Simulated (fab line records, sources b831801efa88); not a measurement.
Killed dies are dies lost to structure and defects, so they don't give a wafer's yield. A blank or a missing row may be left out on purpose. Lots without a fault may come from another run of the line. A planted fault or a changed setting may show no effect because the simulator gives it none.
Which tool did it? | flow sky130 | 6 lots, 18 wafers sampled, at 1 step of a route of 708

WHAT THE GAUGES READ, wafer by wafer
SKY_LDD_HVN_OVL_MEAS_07.
lot  | measured     | on         | LDD_HVN_OVL (nm)
L949 | day 22 16:17 | overlay-01 | -0.4 -0.9 0.7
L955 | day 24 18:58 | overlay-01 | 0.2 1.0 2.1
L957 | day 25 12:57 | overlay-02 | -2.4 -2.6 -2.4
L961 | day 27 01:20 | overlay-01 | 0.2 0.4 0.1
L963 | day 27 16:23 | overlay-02 | -2.6 -0.7 -1.6
L967 | day 28 16:54 | overlay-01 | -2.3 -2.8 -2.7

WHICH TOOL RAN EACH LOT (tool, then ch and the chambers of the sampled wafers, then the start)
The record holds no process step before these readings.

THE ANSWER, worked out from the rows above alone
Rule: what is usual is taken from the lots themselves. Put in order of their means at a reading, lots are off if they are a third of the lots or fewer, leave a main group of 4 or more, and stand apart from it by a gap of 3 or more times the standard deviation of the main group's means; of several such gaps the widest counts. A main group whose means are all the same, to the digits that the tables above print for the reading, isn't used. A lot without any number at a reading at which 4 lots or more have one is off too. The other lots that the step has rows for count as sound.
No lot is off at any reading shown: from this, nothing can be told.

WHAT THE SIMULATOR HAD PUT IN
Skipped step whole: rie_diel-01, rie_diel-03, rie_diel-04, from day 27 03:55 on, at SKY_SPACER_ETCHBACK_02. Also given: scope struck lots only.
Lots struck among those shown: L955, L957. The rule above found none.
